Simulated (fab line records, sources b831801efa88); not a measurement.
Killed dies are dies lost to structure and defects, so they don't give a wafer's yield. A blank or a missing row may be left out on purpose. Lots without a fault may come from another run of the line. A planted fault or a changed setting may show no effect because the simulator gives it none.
One fault seen from 2 desks | flow sky130 | each desk has only its own numbers; what lay behind them comes last

THE TOOL OWNER'S DESK: cvd_w-01
The tool's own readings at SKY_LI_CONTACT_CVD_21 (deposits W, target thk 400 nm, time 120.56 s): means of the sampled wafers that have a number, for each lot that ran on this tool. A lot is out of limits, marked OUT, if its mean lies more than 4 standard deviations from the usual mean; the brackets give that distance.
Columns: A = heater_power_w at SKY_LI_CONTACT_CVD_21, usual 819 W; B = susceptor_temp_C at SKY_LI_CONTACT_CVD_21, usual 399.96 C
lot  | first seen here | A   | B
L674 | day 32 01:09    | 800 | 399.76
L676 | day 32 16:29    | 748 | 400.21
L679 | day 33 18:02    | 846 | 399.89
L681 | day 34 14:11    | 839 | 400.00
L682 | day 34 21:03    | 752 | 399.91
L685 | day 35 10:49    | 819 | 398.08 (-8.2) OUT
L687 | day 36 03:50    | 832 | 397.96 (-8.7) OUT
This desk's finding: out of limits on L685, L687; first on L685, day 35 10:49 (susceptor_temp_C at SKY_LI_CONTACT_CVD_21). In limits: L674, L676, L679, L681, L682.

THE METROLOGY DESK
What the gauges read, lot by lot, whatever tool the lot ran on: means of the sampled wafers that have a number. A lot is out of limits, marked OUT, if its mean lies more than 4 standard deviations from the usual mean; the brackets give that distance.
Columns: A = LI_CONTACT_BOW at SKY_LI_CONTACT_BOW_MEAS_03, usual 55 um; B = LI_CONTACT_W_RS at SKY_LI_CONTACT_RS_MEAS_22, usual 0.287 ohm/sq
lot  | first seen here | A  | B
L669 | day 29 09:19    | 59 | 0.289
L670 | day 29 12:44    | 52 | 0.285
L673 | day 30 08:52    | 54 | 0.286
L674 | day 30 20:43    | 60 | 0.285
L676 | day 31 11:21    | 52 | 0.283
L679 | day 32 14:08    | 52 | 0.286
L681 | day 33 10:38    | 59 | 0.286
L682 | day 33 17:06    | 61 | 0.287
L685 | day 34 07:33    | 57 | 0.297
L687 | day 34 23:52    | 52 | 0.297
L691 | day 35 18:54    | 62 | 0.285
L692 | day 36 04:15    | 56 | 0.290
This desk's finding: nothing out of limits on any of the 12 lots.

PUT TOGETHER
The tool owner's desk could have raised an alarm at day 35 10:49, on L685, L687.
The metrology desk saw nothing out of limits.
The metrology desk has L685, L687 on record, within its limits.
Of the lots named, all ran SKY_LI_CONTACT_CVD_21 on cvd_w-01.

WHAT THE SIMULATOR HAD PUT IN
Process parameter drift: cvd_w-01, from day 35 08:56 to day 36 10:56, at SKY_LI_CONTACT_CVD_21. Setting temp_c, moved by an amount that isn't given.
Lots struck among those shown: L685, L687.
Hours from the fault's start to each desk's first reading out of limits: the tool owner's desk, 2.
